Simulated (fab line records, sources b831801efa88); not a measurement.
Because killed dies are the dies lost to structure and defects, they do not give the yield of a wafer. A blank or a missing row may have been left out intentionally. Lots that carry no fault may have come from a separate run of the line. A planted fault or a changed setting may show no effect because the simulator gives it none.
fab line records ; flow sky130
[record] lots = 6; wafers = 18; lastDay = 50
route steps=708 shown METAL1@446 VIA1@458 PAD_OPEN@708
lots with no fault: from the same line, run without faults
startH: hours from the record's opening day to when the first of the lot's shown wafers began ; waitH: time in hours since the lot's previous step ; " repeats the value in the row above ; L1.1+2: a single row standing in for several wafers ; - value missing, or start not given ; * or withheld: withheld ; < > ~ a bound
route shown NAME@n: names a module that has steps shown in the file, with the first one's number in the route ; usual: mean/standard deviation of fault-free wafers ; same: alike in all rows ; chamber/n: place in a boat ; sites: per-site readings ; _std_site: standard deviation across them ; _edge_site: inner sites' mean taken away from outer sites' mean ; radiusMm: for every site, how far away it sits from the centre of the wafer ; mask NAME#n: copy n ; behind: the last tool/chamber to shape the wafer ; hold: cause of the lot's hold/its duration in hours/its outcome ; device: the transistor (n, p or np) that didn't switch ; end of line: tests run on the same wafers once the route is complete ; where a step has no rows: the recipe by itself ; killed: dies lost to structure and defects at the first sort, not the wafer's yield ; map: per-die view of a wafer (x killed, . not killed, _ where there is no die)
set.NAME: setting as actually run; set.NAME@STEP: the setting as run at that earlier step ; model.NAME: the simulator's own value behind a step, which no gauge read
lots at some steps of the route; a table a step, a row a wafer
services: when a tool's chamber went out of use (startH, in hours from the record's first day, below 0 if earlier), for how many hours, and the reason
[[steps]]
[step SKY_METAL1_EXPOSE_12]
[recipe] maskId = MM1; na = 0.8; sourceShape = annular; sigmaInner = 0.55; sigmaOuter = 0.85; targetCdNm = 140; doseMj = 28
[step SKY_METAL1_PEB_13]
[recipe] pebTempC = withheld; pebTimeS = withheld; resist = KrF-thick
[step SKY_METAL1_DEVELOP_14]
[recipe] developTimeS = 60; resist = KrF-thick; devTempC = 21
[step SKY_METAL1_CD_MEAS_15]
[recipe] targetCdNm = 140
[usual] cdNm = 140.4/1.5
lot.wafer;tool;chamber;startH;waitH;cdNm
L327.1;cdSem-02;-;786.33;-;140.3
L327.2;cdSem-02;-;786.33;-;140.8
L327.3;cdSem-02;-;786.33;-;139.9
L329.1;cdSem-02;-;793.52;-;142.0
L329.3;cdSem-02;-;793.52;-;142.5
L329.4;cdSem-02;-;793.52;-;142.2
L341.3;cdSem-02;-;888.21;-;139.6
L341.5;cdSem-02;-;888.21;-;140.1
L341.6;cdSem-02;-;888.21;-;141.0
L342.1;cdSem-02;-;891.73;-;142.0
L342.2;cdSem-02;-;891.73;-;140.8
L342.3;cdSem-02;-;891.73;-;141.7
L344.2;cdSem-01;-;920.19;-;138.2
L344.3;cdSem-01;-;920.19;-;139.2
L344.6;cdSem-01;-;920.19;-;138.6
L346.2;cdSem-02;-;924.79;-;138.0
L346.4;cdSem-02;-;924.79;-;138.8
L346.6;cdSem-02;-;924.79;-;137.5
[step SKY_METAL1_OVL_MEAS_16]
[usual] METAL1_OVL = 0/5.3
lot.wafer;tool;chamber;startH;waitH;METAL1_OVL[nm]
L327.1;overlay-02;-;786.45;0.1;5
L327.2;overlay-02;-;786.45;0.1;2
L327.3;overlay-02;-;786.45;0.1;-5
L329.1;overlay-01;-;793.64;0.1;1
L329.3;overlay-01;-;793.64;0.1;5
L329.4;overlay-01;-;793.64;0.1;4
L341.3;overlay-01;-;888.30;0.1;2
L341.5;overlay-01;-;888.30;0.1;6
L341.6;overlay-01;-;888.30;0.1;3
L342.1;overlay-01;-;891.85;0.1;-3
L342.2;overlay-01;-;891.85;0.1;-4
L342.3;overlay-01;-;891.85;0.1;4
L344.2;overlay-01;-;920.30;0.1;-1
L344.3;overlay-01;-;920.30;0.1;-3
L344.6;overlay-01;-;920.30;0.1;-10
L346.2;overlay-02;-;924.90;0.1;-8
L346.4;overlay-02;-;924.90;0.1;-4
L346.6;overlay-02;-;924.90;0.1;-1
[step SKY_METAL1_DESCUM_17]
[recipe] chemistry = O2; sourcePowerW = 150; biasPowerW = 0; pressureMtorr = 10; tempC = 40; timeS = 8
[usual] drypumpMotorCurrentA = 6.0/0.53; oesProductAu = 0.998/0.0093
lot.wafer;tool;chamber;startH;waitH;drypumpMotorCurrentA;oesProductAu;rfHoursCounterH
L327.1;rieMetal-04;0;786.49;0.0;5.3;1.001;5
L327.2;rieMetal-04;0;786.49;0.0;5.3;0.999;-
L327.3;rieMetal-04;0;786.49;0.0;5.3;0.995;-
L329.1;rieMetal-04;0;793.67;0.0;5.3;1.001;7
L329.3;rieMetal-04;0;793.67;0.0;5.3;0.991;-
L329.4;rieMetal-04;0;793.67;0.0;5.3;0.999;-
L341.3;rieMetal-02;1;888.34;0.0;5.8;1.002;-
L341.5;rieMetal-02;1;888.34;0.0;5.8;1.007;-
L341.6;rieMetal-02;0;888.34;0.0;6.7;0.996;-
L342.1;rieMetal-02;0;891.89;0.0;6.8;0.998;9
L342.2;rieMetal-02;1;891.89;0.0;5.8;1.002;4
L342.3;rieMetal-02;1;891.89;0.0;5.8;1.010;-
L344.2;rieMetal-01;0;920.33;0.0;5.9;1.009;12
L344.3;rieMetal-01;0;920.33;0.0;5.9;1.012;-
L344.6;rieMetal-01;0;920.33;0.0;5.9;1.017;-
L346.2;rieMetal-02;0;924.93;0.0;6.8;1.005;10
L346.4;rieMetal-02;0;924.93;0.0;6.7;0.999;-
L346.6;rieMetal-02;0;924.93;0.0;6.8;0.997;-
[step SKY_METAL1_ETCH_18]
[recipe] chemistry = N2/H2; target = BARC; ionEnergyEv = 200; biasW = 100; pressureMtorr = 30; n2FlowSccm = 100; h2FlowSccm = 200; icpW = 500; stopOn = SiO2; timeS = 45.9; targetDepthA = 600
[usual] drypumpMotorCurrentA = 6.0/0.53; h2FlowSccm = 199.9/0.67; oesProductAu = 0.853/0.0048; throttleValvePct = 13.224/0.008
lot.wafer;tool;chamber;startH;waitH;drypumpMotorCurrentA;h2FlowSccm;oesProductAu;rfHoursCounterH;throttleValvePct
L327.1;rieMetal-04;0;786.55;0.1;5.3;198.8;0.853;5;13.232
L327.2;rieMetal-04;0;786.55;0.1;5.3;199.1;0.854;-;13.223
L327.3;rieMetal-04;0;786.55;0.1;5.3;200.3;0.854;-;13.232
L329.1;rieMetal-04;0;793.74;0.1;5.3;198.7;0.860;7;13.225
L329.3;rieMetal-04;0;793.74;0.1;5.3;199.2;0.863;-;13.214
L329.4;rieMetal-04;0;793.74;0.1;5.3;199.6;0.853;-;13.228
L341.3;rieMetal-02;1;888.38;0.0;5.8;199.5;0.852;-;13.215
L341.5;rieMetal-02;1;888.38;0.0;5.8;199.6;0.851;-;13.215
L341.6;rieMetal-02;0;888.38;0.0;6.8;200.0;0.847;-;13.241
L342.1;rieMetal-02;0;891.92;0.0;6.7;200.1;0.850;9;13.211
L342.2;rieMetal-02;1;891.92;0.0;5.8;200.5;0.847;4;13.216
L342.3;rieMetal-02;1;891.92;0.0;5.8;201.2;0.850;-;13.227
L344.2;rieMetal-01;0;920.36;0.0;5.9;201.1;0.853;12;13.209
L344.3;rieMetal-01;0;920.36;0.0;5.9;199.7;0.857;-;13.214
L344.6;rieMetal-01;0;920.36;0.0;5.9;199.4;0.845;-;13.226
L346.2;rieMetal-02;0;924.96;0.0;6.7;200.0;0.855;10;13.221
L346.4;rieMetal-02;0;924.96;0.0;6.8;200.3;0.845;-;13.221
L346.6;rieMetal-02;0;924.96;0.0;6.8;199.4;0.846;-;13.217
[step SKY_METAL1_METAL_ETCH_19]
[recipe] targetDepthA = 3600; stopOn = SiO2; overEtchFrac = 0.3; timeS = 78; chemistry = Cl2/BCl3; resistSidewallDeg = 88; pressureMtorr = 10; icpW = 900; biasW = 48.5; Cl2_flow_sccm = 60; bcl3FlowSccm = 30
[usual] drypumpMotorCurrentA = 6.0/0.53; oesProductAu = 0.855/0.0059; throttleValvePct = 22.264/0.0087
lot.wafer;tool;chamber;startH;waitH;drypumpMotorCurrentA;oesProductAu;rfHoursCounterH;throttleValvePct
L327.1;rieMetal-04;0;786.68;0.1;5.3;0.845;6;22.284
L327.2;rieMetal-04;0;786.68;0.1;5.3;0.847;-;22.260
L327.3;rieMetal-04;0;786.68;0.1;5.3;0.850;-;22.263
L329.1;rieMetal-04;0;793.86;0.1;5.3;0.856;7;22.250
L329.3;rieMetal-04;0;793.86;0.1;5.3;0.862;-;22.255
L329.4;rieMetal-04;0;793.86;0.1;5.3;0.853;-;22.273
L341.3;rieMetal-02;1;888.45;0.1;5.8;0.855;-;22.266
L341.5;rieMetal-02;1;888.45;0.1;5.8;0.857;-;22.251
L341.6;rieMetal-02;0;888.45;0.1;6.8;0.851;-;22.261
L342.1;rieMetal-02;0;891.98;0.0;6.8;0.857;9;22.246
L342.2;rieMetal-02;1;891.98;0.0;5.8;0.853;4;22.267
L342.3;rieMetal-02;1;891.98;0.0;5.8;0.858;-;22.252
L344.2;rieMetal-01;0;920.43;0.0;5.9;0.843;12;22.270
L344.3;rieMetal-01;0;920.43;0.0;5.9;0.855;-;22.262
L344.6;rieMetal-01;0;920.43;0.0;5.9;0.860;-;22.276
L346.2;rieMetal-02;0;925.02;0.0;6.7;0.850;10;22.265
L346.4;rieMetal-02;0;925.02;0.0;6.8;0.858;-;22.267
L346.6;rieMetal-02;0;925.02;0.0;6.8;0.852;-;22.251
[step SKY_METAL1_STRIP_20]
[recipe] chemistry = O2/N2; powerW = 1400; pressureMtorr = 1500; platenTempC = withheld; o2FlowSccm = 3000; n2FlowSccm = 300; overashFraction = 0.5
[usual] drypumpMotorCurrentA = 5.7/0.62; oesProductAu = 0.343/0.0046; stripTimeToEndpointS = 2.70/0.036
lot.wafer;tool;chamber;startH;waitH;drypumpMotorCurrentA;oesProductAu;rfHoursCounterH;stripTimeToEndpointS
L327.1;plasmaAsher-04;0;786.86;0.1;5.6;0.343;94;2.66
L327.2;plasmaAsher-04;1;786.86;0.1;5.2;0.346;94;2.69
L327.3;plasmaAsher-04;1;786.86;0.1;5.1;0.339;-;2.68
L329.1;plasmaAsher-02;0;794.04;0.1;6.8;0.343;32;2.69
L329.3;plasmaAsher-02;1;794.04;0.1;5.3;0.346;-;2.68
L329.4;plasmaAsher-02;0;794.04;0.1;6.8;0.356;-;2.69
L341.3;plasmaAsher-04;0;888.54;0.1;5.6;0.341;-;2.66
L341.5;plasmaAsher-04;0;888.54;0.1;5.6;0.339;-;2.66
L341.6;plasmaAsher-04;1;888.54;0.1;5.1;0.336;-;2.70
L342.1;plasmaAsher-02;0;892.07;0.1;6.8;0.345;42;2.66
L342.2;plasmaAsher-02;1;892.07;0.1;5.3;0.347;42;2.66
L342.3;plasmaAsher-02;0;892.07;0.1;6.8;0.343;-;2.66
L344.2;plasmaAsher-02;0;920.52;0.1;6.8;0.342;45;2.67
L344.3;plasmaAsher-02;1;920.52;0.1;5.3;0.335;-;2.64
L344.6;plasmaAsher-02;0;920.52;0.1;6.7;0.337;-;2.68
L346.2;plasmaAsher-04;0;925.11;0.1;5.6;0.336;108;2.72
L346.4;plasmaAsher-04;0;925.11;0.1;5.6;0.352;-;2.68
L346.6;plasmaAsher-04;1;925.11;0.1;5.1;0.342;-;2.67
[step SKY_METAL1_STRIP_21]
[recipe] chemistry = postEtchResidueRemover; timeS = 1200; tempC = 72.5
[step SKY_METAL1_CLEAN_22]
[recipe] chemistry = IPA; timeS = 180; tempC = 25
[step SKY_METAL1_CLEAN_23]
[recipe] chemistry = O3/DIW; dry = n2Spin
[step SKY_VIA1_HDPCVD_00]
[recipe] material = SiO2; targetThkNm = 1030; sigmaOpenFrac = 0.3; timeS = 171.7; tempC = 400; sih4FlowSccm = 60; pressureMtorr = 6
[usual] sih4FlowSccm = 60.01/0.19
lot.wafer;tool;chamber;startH;waitH;sih4FlowSccm;model.SiO2_of_VIA1_HDPCVD_00.thkNm
L327.1;hdpcvd-01;1;787.45;0.0;60.00;1037
L327.2;hdpcvd-01;0;787.45;0.0;60.43;1044
L327.3;hdpcvd-01;2;787.45;0.0;60.30;1013
L329.1;hdpcvd-02;2;794.64;0.0;59.87;1042
L329.3;hdpcvd-02;0;794.64;0.0;60.13;1030
L329.4;hdpcvd-02;1;794.64;0.0;59.96;1032
L341.3;hdpcvd-02;2;889.16;0.0;60.06;1064
L341.5;hdpcvd-02;2;889.16;0.0;60.00;1056
L341.6;hdpcvd-02;1;889.16;0.0;59.84;1037
L342.1;hdpcvd-02;2;892.75;0.0;60.20;1050
L342.2;hdpcvd-02;0;892.75;0.0;29.72;504.6
L342.3;hdpcvd-02;1;892.75;0.0;59.95;1038
L344.2;hdpcvd-02;0;921.11;0.0;30.10;510.1
L344.3;hdpcvd-02;1;921.11;0.0;60.02;1025
L344.6;hdpcvd-02;0;921.11;0.0;30.10;515.8
L346.2;hdpcvd-01;2;925.70;0.0;59.73;1048
L346.4;hdpcvd-01;0;925.70;0.0;60.02;1044
L346.6;hdpcvd-01;1;925.70;0.0;59.74;1045
[step SKY_VIA1_THK_MEAS_01]
[recipe] reads = SiO2_of_VIA1_HDPCVD_00
[usual] VIA1_HDPCVD_THK = 1038/10
lot.wafer;tool;chamber;startH;waitH;VIA1_HDPCVD_THK[nm]
L327.1;filmMetro-03;-;787.56;0.1;1038
L327.2;filmMetro-03;-;787.56;0.1;1044
L327.3;filmMetro-03;-;787.56;0.1;1012
L329.1;filmMetro-04;-;794.75;0.1;1042
L329.3;filmMetro-04;-;794.75;0.1;1030
L329.4;filmMetro-04;-;794.75;0.1;1031
L341.3;filmMetro-03;-;889.29;0.1;1064
L341.5;filmMetro-03;-;889.29;0.1;1056
L341.6;filmMetro-03;-;889.29;0.1;1037
L342.1;filmMetro-04;-;892.87;0.1;1050
L342.2;filmMetro-04;-;892.87;0.1;505
L342.3;filmMetro-04;-;892.87;0.1;1038
L344.2;filmMetro-01;-;921.23;0.1;510
L344.3;filmMetro-01;-;921.23;0.1;1025
L344.6;filmMetro-01;-;921.23;0.1;516
L346.2;filmMetro-04;-;925.82;0.1;1048
L346.4;filmMetro-04;-;925.82;0.1;1044
L346.6;filmMetro-04;-;925.82;0.1;1045
[step SKY_VIA1_CMP_02]
[recipe] material = SiO2; downForcePsi = 4; platenRpm = 60; padVelocityMS = 0.94248
[usual] motorCurrentA = 12.4/1
lot.wafer;tool;chamber;startH;waitH;motorCurrentA
L327.3;cmp-01;2;787.62;0.0;13.5
L327.1;cmp-01;0;787.62;0.0;12.8
L327.2;cmp-01;1;787.62;0.0;11.4
L329.4;cmp-01;0;794.81;0.0;12.8
L329.3;cmp-01;2;794.81;0.0;14.1
L329.1;cmp-01;3;794.81;0.0;12.6
L341.3;cmp-02;1;889.48;0.2;13.0
L341.6;cmp-02;2;889.48;0.2;12.6
L341.5;cmp-02;3;889.48;0.2;11.0
L342.1;cmp-02;3;892.93;0.1;10.0
L342.2;cmp-02;0;892.93;0.1;11.7
L342.3;cmp-02;2;892.93;0.1;12.5
L344.2;cmp-02;1;921.28;0.0;13.6
L344.3;cmp-02;0;921.28;0.0;11.6
L344.6;cmp-02;1;921.28;0.0;13.6
L346.2;cmp-02;1;925.92;0.1;13.9
L346.4;cmp-02;3;925.92;0.1;10.5
L346.6;cmp-02;1;925.92;0.1;13.3
[step SKY_PAD_OPEN_PROBE_99]
[usual] defectLimitedYield = 82.6/1.9; killed_at_M0_to_M3 = 43/7.2; killed_at_M4_up = 3.5/2; killedAtContacts = 24/5.2; killedAtFrontEnd = 15/4.4; killedAtOther = 0.2/0.48; killedDies = 85/9.4; killedOpen = 46/7.3; killedShort = 39/6.1
[same] grossDies = 492; killedAtBackSide = 0
lot.wafer;tool;chamber;startH;waitH;defectLimitedYield[%];killed_at_M0_to_M3;killed_at_M4_up;killedAtContacts;killedAtFrontEnd;killedAtOther;killedDies;killedOpen;killedShort;model.etest.tester.sortNPass;model.etest.tester.sortYieldPct;model.etest.tester.sort_bin_3_pct;model.etest.met2Comb.leakLog10AUm
L327.1;prober-01;-;1097.72;0.1;81.9;34;2;31;22;0;89;42;47;403;81.91;1.016;-11.99
L327.2;prober-01;-;1097.77;0.1;85.2;38;6;18;11;0;73;40;33;419;85.16;0.813;-12.03
L327.3;prober-01;-;1097.82;0.2;82.7;40;4;20;21;0;85;42;43;407;82.72;0.6098;-11.89
L329.1;prober-02;-;1102.22;0.1;83.5;43;3;17;18;0;81;44;37;411;83.54;0.2033;-11.96
L329.3;prober-02;-;1102.32;0.2;85.6;33;5;26;7;0;71;43;28;421;85.57;1.22;-12
L329.4;prober-02;-;1102.37;0.2;81.1;53;2;26;12;0;93;52;41;399;81.1;0.6098;-12.08
L341.3;prober-02;-;1165.16;0.2;80.9;47;1;27;19;0;94;52;41;398;80.89;1.22;-11.93
L341.5;prober-02;-;1165.26;0.2;85.2;39;1;16;16;1;73;41;31;419;85.16;0.6098;-11.94
L341.6;prober-02;-;1165.31;0.2;80.5;49;1;40;6;0;96;53;43;396;80.49;1.016;-12.01
L342.1;prober-02;-;1169.61;0.1;85.6;35;3;18;15;0;71;38;33;421;85.57;0.6098;-12.05
L342.2;prober-02;-;1169.66;0.1;81.1;47;4;25;17;0;93;54;39;232;47.15;34.55;-7.213
L342.3;prober-02;-;1169.71;0.2;80.3;52;4;21;20;0;97;54;43;395;80.28;0.6098;-12.05
L344.2;prober-02;-;1187.79;0.1;81.9;39;1;30;19;0;89;48;41;233;47.36;35.77;-7.239
L344.3;prober-02;-;1187.84;0.2;82.5;39;3;22;21;1;86;41;41;406;82.52;0.813;-12.13
L344.6;prober-02;-;1187.99;0.2;82.7;50;2;19;14;0;85;37;48;255;51.83;31.5;-7.26
L346.2;prober-01;-;1189.89;0.1;85.4;35;2;20;15;0;72;39;33;420;85.37;0.6098;-11.91
L346.4;prober-01;-;1189.99;0.2;81.5;44;0;29;18;0;91;59;32;401;81.5;1.016;-12.14
L346.6;prober-01;-;1190.09;0.2;82.3;35;8;27;17;0;87;44;43;405;82.32;1.423;-11.96
// killed by level:class
L327.1 CONTACT:geometricParticle:open=12 CONTACT:geometricParticle:short=8 VIA3:geometricParticle:open=8 POLY_GATE:geometricParticle:short=7 VIA1:geometricParticle:open=7 FIELD_ISO:geometricParticle:open=5 LI_CONTACT:geometricParticle:open=5 LOCAL_INTERCONNECT:geometricParticle:short=4
L327.2 VIA1:geometricParticle:open=9 VIA2:geometricParticle:open=7 CONTACT:geometricParticle:open=6 METAL2:geometricParticle:short=6 FIELD_ISO:geometricParticle:open=4 POLY_GATE:geometricParticle:open=4 CONTACT:geometricParticle:short=4 VIA3:geometricParticle:short=4
L327.3 VIA1:geometricParticle:open=9 CONTACT:geometricParticle:open=7 METAL1:geometricParticle:short=6 METAL3:geometricParticle:short=6 FIELD_ISO:geometricParticle:open=5 FIELD_ISO:geometricParticle:short=5 POLY_GATE:geometricParticle:open=5 LOCAL_INTERCONNECT:geometricParticle:short=5
L329.1 FIELD_ISO:geometricParticle:open=9 VIA3:geometricParticle:open=9 CONTACT:geometricParticle:open=7 VIA3:geometricParticle:short=7 METAL1:geometricParticle:short=6 VIA1:geometricParticle:open=6 LI_CONTACT:geometricParticle:open=5 VIA2:geometricParticle:open=4
L329.3 VIA1:geometricParticle:open=10 CONTACT:geometricParticle:open=9 LI_CONTACT:geometricParticle:open=6 CONTACT:geometricParticle:short=5 VIA1:geometricParticle:short=5 LI_CONTACT:geometricParticle:short=4 VIA3:geometricParticle:open=4 VIA2:geometricParticle:open=4
L329.4 VIA3:geometricParticle:open=10 VIA1:geometricParticle:open=10 CONTACT:geometricParticle:open=9 METAL1:geometricParticle:short=8 LI_CONTACT:geometricParticle:open=8 LOCAL_INTERCONNECT:geometricParticle:short=6 VIA2:geometricParticle:open=6 METAL3:geometricParticle:short=5
L341.3 VIA1:geometricParticle:open=12 CONTACT:geometricParticle:open=11 FIELD_ISO:geometricParticle:open=6 METAL2:geometricParticle:short=6 VIA2:geometricParticle:open=6 LI_CONTACT:geometricParticle:open=5 LOCAL_INTERCONNECT:geometricParticle:short=5 VIA3:geometricParticle:open=5
L341.5 VIA1:geometricParticle:open=9 METAL1:geometricParticle:short=7 FIELD_ISO:geometricParticle:open=5 FIELD_ISO:geometricParticle:short=5 CONTACT:geometricParticle:open=5 METAL1:geometricParticle:open=5 CONTACT:geometricParticle:short=4 METAL2:geometricParticle:open=4
L341.6 CONTACT:geometricParticle:open=14 VIA1:geometricParticle:open=12 LI_CONTACT:geometricParticle:open=9 CONTACT:geometricParticle:short=9 METAL2:geometricParticle:short=8 VIA3:geometricParticle:open=6 VIA3:geometricParticle:short=6 LOCAL_INTERCONNECT:geometricParticle:short=5
L342.1 VIA1:geometricParticle:open=9 CONTACT:geometricParticle:short=6 CONTACT:geometricParticle:open=6 VIA1:geometricParticle:short=6 VIA3:geometricParticle:open=6 METAL2:geometricParticle:short=5 FIELD_ISO:geometricParticle:open=4 LOCAL_INTERCONNECT:geometricParticle:short=4
L342.2 VIA1:geometricParticle:short=11 VIA1:geometricParticle:open=11 VIA3:geometricParticle:open=10 LI_CONTACT:geometricParticle:open=8 CONTACT:geometricParticle:open=6 POLY_GATE:geometricParticle:open=5 CONTACT:geometricParticle:short=5 VIA3:geometricParticle:short=4
L342.3 VIA1:geometricParticle:open=18 LI_CONTACT:geometricParticle:open=8 VIA3:geometricParticle:open=7 CONTACT:geometricParticle:open=6 VIA2:geometricParticle:open=6 FIELD_ISO:geometricParticle:open=5 FIELD_ISO:geometricParticle:short=5 CONTACT:geometricParticle:short=5
L344.2 CONTACT:geometricParticle:open=15 VIA1:geometricParticle:open=8 METAL1:geometricParticle:short=8 METAL2:geometricParticle:short=8 POLY_GATE:geometricParticle:short=7 VIA3:geometricParticle:open=7 LI_CONTACT:geometricParticle:open=6 POLY_GATE:geometricParticle:open=4
L344.3 VIA1:geometricParticle:open=9 METAL2:geometricParticle:short=9 CONTACT:geometricParticle:open=7 VIA3:geometricParticle:open=6 FIELD_ISO:geometricParticle:short=5 LI_CONTACT:geometricParticle:open=5 VIA1:geometricParticle:short=5 POLY_GATE:geometricParticle:open=4
L344.6 VIA1:geometricParticle:open=12 CONTACT:geometricParticle:open=8 METAL2:geometricParticle:short=8 METAL1:geometricParticle:short=6 VIA1:geometricParticle:short=6 VIA3:geometricParticle:open=6 METAL3:geometricParticle:short=5 FIELD_ISO:geometricParticle:short=4
L346.2 VIA1:geometricParticle:open=7 LI_CONTACT:geometricParticle:open=6 VIA2:geometricParticle:open=6 FIELD_ISO:geometricParticle:open=5 CONTACT:geometricParticle:short=5 CONTACT:geometricParticle:open=5 METAL2:geometricParticle:short=5 FIELD_ISO:geometricParticle:short=4
L346.4 CONTACT:geometricParticle:open=11 VIA2:geometricParticle:open=9 VIA1:geometricParticle:open=9 VIA3:geometricParticle:open=8 FIELD_ISO:geometricParticle:open=6 LI_CONTACT:geometricParticle:open=6 FIELD_ISO:geometricParticle:short=5 METAL2:geometricParticle:short=5
L346.6 CONTACT:geometricParticle:open=9 VIA3:geometricParticle:open=8 LI_CONTACT:geometricParticle:open=8 POLY_GATE:geometricParticle:short=7 CONTACT:geometricParticle:short=7 VIA1:geometricParticle:open=6 METAL4:geometricParticle:short=6 FIELD_ISO:geometricParticle:open=4
[[services]]
tool;chamber;startH;hours;kind
rieMetal-04;-;763.00;2.8;pm
hdpcvd-02;-;766.01;2.8;pm
hdpcvd-01;1;776.77;3.4;repair
cmp-02;-;778.03;1.2;repair
rieMetal-02;1;779.11;-;clean
rieMetal-02;1;779.11;26.7;scheduledDown
rieMetal-02;1;779.11;26.7;ventCycle
rieMetal-04;1;782.99;12.2;repair
cmp-02;-;787.16;1.4;repair
plasmaAsher-02;-;802.34;1.6;repair
cmp-02;-;817.41;0.7;repair
cmp-02;-;822.45;20.0;pm
hdpcvd-01;1;853.36;2.4;repair
rieMetal-01;1;854.05;-;clean
rieMetal-01;1;854.05;26.9;scheduledDown
rieMetal-01;1;854.05;26.9;ventCycle
cmp-02;-;876.03;6.0;pm
plasmaAsher-04;-;890.24;4.4;repair
hdpcvd-02;0;896.47;9.6;repair
cmp-01;-;912.13;4.0;pm
cmp-01;-;916.13;-;consumableReplace:conditioner
cmp-01;-;916.13;-;consumableReplace:pad
[[key]]
[firstSign] step = SKY_VIA1_HDPCVD_00; reading = sih4FlowSccm; direction = down; sigmas = 99+; usual = 60.01; struck = 29.97
[effect] step = SKY_VIA1_THK_MEAS_01; reading = VIA1_HDPCVD_THK; direction = down; sigmas = 50; usual = 1038; struck = 510
[modelEffect] step = SKY_VIA1_HDPCVD_00; value = SiO2_of_VIA1_HDPCVD_00.thkNm; without = 1025; struck = 510.2
[modelEffect] step = SKY_PAD_OPEN_PROBE_99; value = etest.tester.sortNPass; without = 403; struck = 240
metAt SKY_VIA1_HDPCVD_00
struckWafers L342.2,L344.2,L344.6
onsetBetween 794.64 892.75
[fault] kind = processParameterDrift; tool = hdpcvd-02; chamber = 0; onsetH = 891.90; steps = SKY_VIA1_HDPCVD_00; channel = sih4FlowSccm; offset = -30; shape = step; endH = 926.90; actsIn = theseRecipesOnly; stated = 60
